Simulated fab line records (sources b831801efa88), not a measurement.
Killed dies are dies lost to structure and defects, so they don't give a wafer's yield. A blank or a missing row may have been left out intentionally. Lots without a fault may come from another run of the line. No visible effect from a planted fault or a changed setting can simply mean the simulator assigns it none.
Split-lot trial | flow sfq line | 23 wafers read across 5 lots, on a route 325 steps long

## THE SPLIT ITSELF
At SFQ_TRILAYER_C5_LITHO_EXPOSE_152 (exposes mask C5, target cd 500 nm), the setting dose mj was moved away from the recipe's 21.3 on 11 of the 23 wafers read, by -4.1% to +3.3%. The other wafers ran this setting at the recipe's value.

## FROM THE SPLIT TO THE READING: what the file shows between them, 3 steps
- SFQ_TRILAYER_C5_LITHO_PEB_154: peb time 62.87 s
- SFQ_TRILAYER_C5_LITHO_DEVELOP_153: time 60 s
- SFQ_TRILAYER_C5_BARC_OPEN_VIA_ETCH_210: etches BARC in O2, target depth 125 nm, time 41.7 s

## THE READING
C5.cd nm (the simulator's own value, which no gauge read), in nm, at SFQ_TRILAYER_C5_ETCH_VIA_ETCH_154 (etches SiO2 in CHF3, stops on Nb, target depth 84 nm). The file does not state a usual value for it. Across the 12 wafers here that went through the recipe, the average is 505.4 nm and the standard deviation 1.7 nm.

wafer  | tool, chamber at the split | dose mj as run | against the recipe | C5.cd nm, nm | against lot-mates on the recipe
L076.1 | krf scanner-01, 0          | 20.42          | -4.1%              | 498          | -5.1
L076.2 | krf scanner-01, 0          | 20.42          | -4.1%              | 496.8        | -6.3
L076.3 | krf scanner-01, 0          | 21.3           | recipe             | 503.6        | -
L076.5 | krf scanner-01, 0          | 21.3           | recipe             | 502.7        | -
L076.6 | krf scanner-01, 0          | 20.42          | -4.1%              | 497          | -6.1
L081.2 | krf scanner-01, 0          | 21.3           | recipe             | 505.1        | -
L081.3 | krf scanner-01, 0          | 21.3           | recipe             | 506.4        | -
L081.6 | krf scanner-01, 0          | 21.3           | recipe             | 506.3        | -
L082.1 | krf scanner-01, 0          | 22.01          | +3.3%              | 511.9        | +7.4
L082.2 | krf scanner-01, 0          | 21.3           | recipe             | 505.3        | -
L082.3 | krf scanner-01, 0          | 22.01          | +3.3%              | 510.3        | +5.8
L082.5 | krf scanner-01, 0          | 21.3           | recipe             | 503.6        | -
L082.6 | krf scanner-01, 0          | 22.01          | +3.3%              | 511          | +6.5
L083.1 | krf scanner-02, 0          | 20.65          | -3.1%              | 497.7        | -6.7
L083.2 | krf scanner-02, 0          | 20.65          | -3.1%              | 500          | -4.4
L083.3 | krf scanner-02, 0          | 20.65          | -3.1%              | 499.6        | -4.8
L083.5 | krf scanner-02, 0          | 21.3           | recipe             | 504.1        | -
L083.6 | krf scanner-02, 0          | 21.3           | recipe             | 504.6        | -
L084.1 | krf scanner-01, 0          | 21.3           | recipe             | 506.9        | -
L084.2 | krf scanner-01, 0          | 21.3           | recipe             | 507.6        | -
L084.3 | krf scanner-01, 0          | 21.8           | +2.3%              | 512.7        | +5.1
L084.4 | krf scanner-01, 0          | 21.3           | recipe             | 508.4        | -
L084.6 | krf scanner-01, 0          | 21.8           | +2.3%              | 512.4        | +4.8

FIT RESULTS
A straight line over all 23 wafers: C5.cd nm changes by +2.02 nm for each +1% of dose mj; r = +0.95; the points scatter about the line by 1.6 nm.
The same after taking each lot's own level away (the mean of its wafers on the recipe; 23 wafers): +1.72 nm for each +1%; r = +0.98; scatter 0.84 nm.
According to that fit, moving dose mj by its largest amount changes the reading by 7.1 nm.
Across the lots, their own levels run from 503.15 to 507.63 nm, a range of 2.7 times the standard deviation given above.
So the slope is not independent of the lot-to-lot level: the two fits are not the same.
Check: -7.08 nm against its lot-mates is what the line predicts for one of the wafers moved furthest among these (-4.1%) when that wafer is left out of the fit. Against them it came out at -5.15 nm.

## OTHER SPLITS APPLIED TO THESE WAFERS
These wafers also went through other splits before the reading. Each is held against what the fit with the lots' levels taken away leaves over:
other split on the same wafers                    | wafers away from the commonest value | r with C5.cd nm (lot level and that fit taken away)
SFQ_TRILAYER_I4_VIA_BARC_OPEN_VIA_ETCH_146 time s | 7                                    | -0.26
SFQ_TRILAYER_JJ_TRILAYER_DEP_SPUTTER_110 time s   | 10                                   | -0.06
SFQ_TRILAYER_JJ_CE_LITHO_COAT_119 spin rpm        | 10                                   | +0.32
SFQ_TRILAYER_JJ_CE_LITHO_PEB_117 peb temp c       | 5                                    | +0.42
SFQ_TRILAYER_M5_LITHO_COAT_123 spin rpm           | 5                                    | -0.02
SFQ_TRILAYER_R5_LITHO_COAT_141 resist thk nm      | 8                                    | +0.35
SFQ_TRILAYER_A5C_DEP_PECVD_142 time s             | 6                                    | +0.15
SFQ_TRILAYER_I5_LITHO_COAT_149 resist thk nm      | 9                                    | +0.05

## THE WHOLE CHAIN: every reading that the file lists as answering this split, in the file's order
step                                   | what it does                                         | reading                                                   | change (the file's fit)              | r (the file's)
SFQ_TRILAYER_C5_BARC_OPEN_VIA_ETCH_210 | etches BARC in O2, target depth 125 nm, time 41.7 s  | C5.cd nm (the simulator's own value, which no gauge read) | +1.61 nm for each +1% of the setting | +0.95
SFQ_TRILAYER_C5_ETCH_VIA_ETCH_154      | etches SiO2 in CHF3, stops on Nb, target depth 84 nm | C5.cd nm (the simulator's own value, which no gauge read) | +1.73 nm for each +1% of the setting | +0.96

## FILE'S OWN FIT
C5.cd nm changes by +1.73 nm for each +1% of dose mj, r = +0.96.
